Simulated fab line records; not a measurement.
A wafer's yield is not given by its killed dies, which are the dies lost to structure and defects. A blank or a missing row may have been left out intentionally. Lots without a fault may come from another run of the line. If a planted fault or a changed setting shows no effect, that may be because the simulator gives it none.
Comparing a struck lot with a sound one    flow gf180mcu    17 steps out of a route of 602
Sound: the wafers L802.1, L802.2, L802.5. Struck: wafer L813.6. (L813.1, L813.4 of the same lot were not struck and are left out.) The cause comes at the end.
Each step with rows lists, per side, the tool, then ch with its chambers, then its first start. Under that, the readings that differ: sound wafers    struck wafers    difference of the means    sigmas: that difference in standard deviations of wafers without a fault.
alike: same words and numbers on both sides, and readings whose means sit less than 2 such deviations apart. not compared: any withheld reading, any reading some wafer has no value for, any bound like >300 that may hide the same value, and any number with overlapping values for which the record gives no deviation.
A row with sigmas, a row that says differs or no value, or rows on one side alone: a step with any of these is where the two part. Non-overlapping numbers with no deviation appear without sigmas and do not part them. Lack of a reading on every wafer of one side parts them only where that side has two or more wafers.

first, 3 steps without rows for these wafers: GF_V4_EXPOSE_11 (exposes mask Via4, target cd 260 nm); GF_V4_PEB_12 (peb time 90 s); GF_V4_DEVELOP_13 (develop time 60 s).
GF_V4_CD_MEAS_14: target cd 260 nm.
  sound on cd_sem-02, day 25 08:42; struck on cd_sem-01, day 29 01:48
  alike: cd_nm
GF_V4_OVL_MEAS_15:
  sound on overlay-01, day 25 08:49; struck on overlay-02, day 29 01:55
  alike: V4_OVL
GF_V4_ETCH_16: etches BARC in N2/H2.
  sound on rie_diel-01 ch 0,1,3, day 25 08:52; struck on rie_diel-04 ch 1, day 29 01:58
reading                sound              struck  difference  sigmas
oes_product_au (a.u.)  0.858 0.853 0.860  0.847   -0.010      -2
  alike: drypump_motor_current_A, rf_fwd_power_W, throttle_valve_pct
then, 1 step without rows for these wafers: GF_V4_ETCH_17 (etches SiO2 in C4F8/O2/Ar, stops on TiN, target depth 630 nm).
GF_V4_STRIP_18: strips in O2/N2.
  sound on plasma_asher-01 ch 0,1, day 25 08:59; struck on plasma_asher-01 ch 1, day 29 02:05
  alike: drypump_motor_current_A, heater_power_w, oes_product_au
  not compared: rf_hours_counter_h
then, 2 steps without rows for these wafers: GF_V4_STRIP_19 (strips in post etch residue remover, time 1200 s); GF_V4_CLEAN_20 (cleans in DIW).
GF_V4_SPUTTER_21: material Ti, target thk 15 nm, time 80.02 s.
  sound on pvd_sputter-02, day 25 09:31; struck on pvd_sputter-01, day 29 02:37
reading                 sound           struck  difference  sigmas
throttle_valve_pct (%)  30.4 29.4 31.5  27.9    -2.5        -3
GF_V4_SPUTTER_22: material TiN, target thk 10 nm, time 40 s.
  sound on pvd_sputter-02, day 25 09:35; struck on pvd_sputter-01, day 29 02:41
reading                 sound           struck  difference  sigmas
throttle_valve_pct (%)  30.1 29.6 31.3  27.7    -2.6        -3
GF_V4_CVD_23: deposits W, target thk 350 nm, time 104.9 s.
  sound on cvd_w-02 ch 0,1, day 25 09:37; struck on cvd_w-01 ch 0, day 29 02:43
reading                           sound              struck  difference  sigmas
model.W_of_V4_CVD_23.thk_nm (nm)  345.4 345.2 347.5  293     -53         
  alike: chamber_pressure_Torr, heater_power_w
GF_V4_RS_MEAS_24: the measuring method here is four-point-probe.
  sound on film_metro-04, day 25 09:44; struck on film_metro-04, day 29 02:50
reading           sound              struck  difference  sigmas
V4_W_RS (ohm/sq)  0.331 0.331 0.330  0.392   +0.061      +15
GF_V4_THK_MEAS_25: measures by xrf.
  sound on film_metro-04, day 25 09:52; struck on film_metro-04, day 29 02:57
reading        sound        struck  difference  sigmas
V4_W_THK (nm)  340 342 341  288     -53         -11
GF_V4_CMP_26: polishes, stops on SiO2, t overpolish 15 s, target thk 0 nm.
  sound on cmp-01 ch 0,1,3, day 25 09:55; struck on cmp-01 ch 1, day 29 03:07
reading                     sound              struck  difference  sigmas
slurry_filter_dp_kPa (kPa)  13.21 13.55 13.39  13.73   +0.35       +2
time_to_endpoint_s (s)      85 83 87           70      -15         -4
  alike: edge_zone_pressure_frac, motor_current_A
GF_MIM_SPUTTER_00: material Ti, target thk 37.5 nm, time 150 s.
  sound on pvd_sputter-01, day 25 10:13; struck on pvd_sputter-03, day 29 03:19
  alike: throttle_valve_pct

## WHERE THEY PART
At GF_V4_ETCH_16 first; at GF_V4_CMP_26 last (within this record only). Later steps at which nothing parts them and some readings are alike: GF_MIM_SPUTTER_00.

WHY: what the simulator had put in
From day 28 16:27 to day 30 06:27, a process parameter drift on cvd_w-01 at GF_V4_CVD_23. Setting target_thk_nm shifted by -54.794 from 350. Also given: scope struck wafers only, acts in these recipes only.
